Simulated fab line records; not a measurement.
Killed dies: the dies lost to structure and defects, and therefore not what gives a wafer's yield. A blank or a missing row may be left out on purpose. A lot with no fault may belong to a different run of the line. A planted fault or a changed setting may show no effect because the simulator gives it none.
Matching of chambers + flow sky130 + 4 sister chambers for SKY_VIA1_CMP_02 on cmp-02
The step polishes SiO2. 30 wafers are shown with their chamber, then 12 later ones without.

WAFERS WITH THEIR CHAMBER
| wafer  | chamber | motorCurrentA (A) | slurryFlowMlMin |
|--------|---------|-------------------|-----------------|
| L076.1 | 1       | 10.6              | 149.7           |
| L076.2 | 3       | 11.9              | 150.0           |
| L076.6 | 1       | 11.1              | 150.3           |
| L077.1 | 0       | 12.0              | 148.6           |
| L077.5 | 3       | 11.9              | 150.4           |
| L077.6 | 2       | 11.5              | 150.5           |
| L078.1 | 3       | 11.6              | 150.9           |
| L078.2 | 2       | 12.1              | 150.4           |
| L078.3 | 1       | 11.7              | 150.8           |
| L081.1 | 2       | 12.2              | 150.1           |
| L081.3 | 3       | 11.1              | 150.1           |
| L081.4 | 1       | 11.2              | 149.7           |
| L084.1 | 3       | 11.3              | 149.4           |
| L084.3 | 0       | 12.0              | 150.9           |
| L084.6 | 1       | 10.5              | 149.3           |
| L083.1 | 0       | 11.8              | 150.0           |
| L083.3 | 3       | 10.7              | 150.2           |
| L083.6 | 1       | 11.5              | 150.4           |
| L085.4 | 1       | 11.1              | 150.0           |
| L085.5 | 2       | 11.9              | 150.6           |
| L085.6 | 3       | 11.5              | 149.4           |
| L087.2 | 2       | 11.7              | 149.3           |
| L087.4 | 1       | 10.9              | 150.3           |
| L087.5 | 1       | 11.1              | 149.8           |
| L089.2 | 3       | 11.6              | 150.0           |
| L089.5 | 0       | 10.8              | 150.9           |
| L089.6 | 3       | 12.0              | 149.4           |
| L092.3 | 2       | 12.7              | 149.7           |
| L092.4 | 1       | 10.5              | 150.5           |
| L092.5 | 3       | 11.5              | 149.9           |

SIGNATURES (averages over the wafers above)
| reading         | chamber 0 | chamber 1 | chamber 2 | chamber 3 | scatter within a chamber |
|-----------------|-----------|-----------|-----------|-----------|--------------------------|
| motorCurrentA   | 11.650    | 11.020    | 12.017    | 11.510    | 0.429                    |
| slurryFlowMlMin | 150.100   | 150.080   | 150.100   | 149.970   | 0.582                    |
Rule: a wafer's distance from a chamber is the root of the sum, over the readings, of the square of ((its reading less the chamber's mean) divided by the reading's scatter). The wafer belongs to the nearest chamber; if the next one is less than 2 further off, it can't be placed. The scatter: take each reading less its chamber's mean, square it, sum over the shown wafers, divide by the number of wafers less the number of chambers, and take the root.

WAFERS WITHOUT THEIR CHAMBER
| wafer  | motorCurrentA (A) | slurryFlowMlMin |
|--------|-------------------|-----------------|
| L091.1 | 10.8              | 149.9           |
| L091.3 | 11.6              | 149.9           |
| L091.5 | 11.5              | 149.6           |
| L093.2 | 11.9              | 150.3           |
| L093.3 | 12.8              | 150.3           |
| L093.4 | 11.7              | 150.3           |
| L094.1 | 11.6              | 150.4           |
| L094.4 | 11.1              | 150.1           |
| L094.5 | 11.3              | 150.2           |
| L095.3 | 10.6              | 149.8           |
| L095.4 | 11.6              | 149.7           |
| L095.5 | 11.7              | 149.3           |

CHAMBER TAKEN BY EACH
| wafer  | from the rows above               | in truth |
|--------|-----------------------------------|----------|
| L091.1 | can't be placed: 1 or 3 or 0      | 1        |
| L091.3 | can't be placed: 3 or 0 or 2 or 1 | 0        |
| L091.5 | can't be placed: 3 or 0 or 1 or 2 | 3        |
| L093.2 | can't be placed: 2 or 0 or 3 or 1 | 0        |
| L093.3 | can't be placed: 2 or 0 or 3      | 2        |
| L093.4 | can't be placed: 0 or 3 or 2 or 1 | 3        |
| L094.1 | can't be placed: 0 or 3 or 2 or 1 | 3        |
| L094.4 | can't be placed: 1 or 3 or 0 or 2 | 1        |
| L094.5 | can't be placed: 3 or 1 or 0 or 2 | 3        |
| L095.3 | can't be placed: 1 or 3 or 0      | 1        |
| L095.4 | can't be placed: 3 or 0 or 2 or 1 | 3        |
| L095.5 | can't be placed: 3 or 0 or 2 or 1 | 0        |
0 of 12 placed correctly. Cannot be placed on the basis of these rows: 12; the candidates contain the true chamber in 12. Placed wrongly: 0.
